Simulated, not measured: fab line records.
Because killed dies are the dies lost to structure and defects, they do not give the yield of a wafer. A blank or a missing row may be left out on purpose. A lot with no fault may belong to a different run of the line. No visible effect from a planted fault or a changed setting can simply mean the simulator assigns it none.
Which tool did it? ; flow gf180mcu ; 36 wafers from 12 lots sampled at 2 of the route's 602 steps

## WHAT THE GAUGES READ, wafer by wafer
GF_LVPWELL_TW_MEAS_11.
lot;measured;on;LVPWELL_TW
L075;day 4 02:40;film_metro-04;569 564 567
L077;day 4 15:59;film_metro-04;572 569 569
L079;day 5 00:24;film_metro-01;554 556 553
L081;day 5 11:33;film_metro-04;571 569 573
L083;day 5 23:32;film_metro-04;568 572 569
L085;day 6 10:42;film_metro-01;555 551 551
L087;day 7 03:50;film_metro-03;559 556 560
L089;day 7 08:23;film_metro-01;551 549 550
L091;day 8 00:07;film_metro-04;575 573 575
L093;day 8 10:24;film_metro-04;578 578 579
L095;day 8 20:23;film_metro-03;563 566 562
L097;day 9 07:35;film_metro-01;548 545 550

## WHICH TOOL RAN EACH LOT (tool, then ch and the chambers of the sampled wafers, then the start)
lot;GF_STI_ETCH_13
L075;rie_diel-01 ch 0,1, day 2 06:19
L077;rie_diel-02 ch 0,1,3, day 2 18:22
L079;rie_diel-02 ch 0,2, day 3 02:58
L081;rie_diel-01 ch 0,3, day 3 13:19
L083;rie_diel-01 ch 0,1,2, day 3 23:46
L085;rie_diel-01 ch 0,3, day 4 10:55
L087;rie_diel-01 ch 0,2,3, day 4 20:25
L089;rie_diel-02 ch 0,1,2, day 5 06:25
L091;rie_diel-04 ch 1,2,3, day 5 19:22
L093;rie_diel-04 ch 0,1, day 6 04:04
L095;rie_diel-04 ch 0,1,3, day 6 15:13
L097;rie_diel-01 ch 0,1,2, day 7 01:25
- GF_STI_ETCH_13: etches the open film in CHF3/O2, stops on Si, target depth 282.31 nm, time 112.9 s.

## THE ANSWER, worked out from the rows above alone
Rule: what is usual is taken from the lots themselves. Put in order of their means at a reading, lots are off if they are a third of the lots or fewer, leave a main group of 4 or more, and stand apart from it by a gap of 3 or more times the standard deviation of the main group's means; of several such gaps the widest counts. If all means in a main group match to the digits the tables above print for the reading, that group is not used. A lot without any number at a reading at which 4 lots or more have one is off too. All remaining lots with rows at the step are treated as sound.
Across all readings shown, no lot is off: no conclusion can be drawn from this.

## WHAT WAS PUT IN BY THE SIMULATOR
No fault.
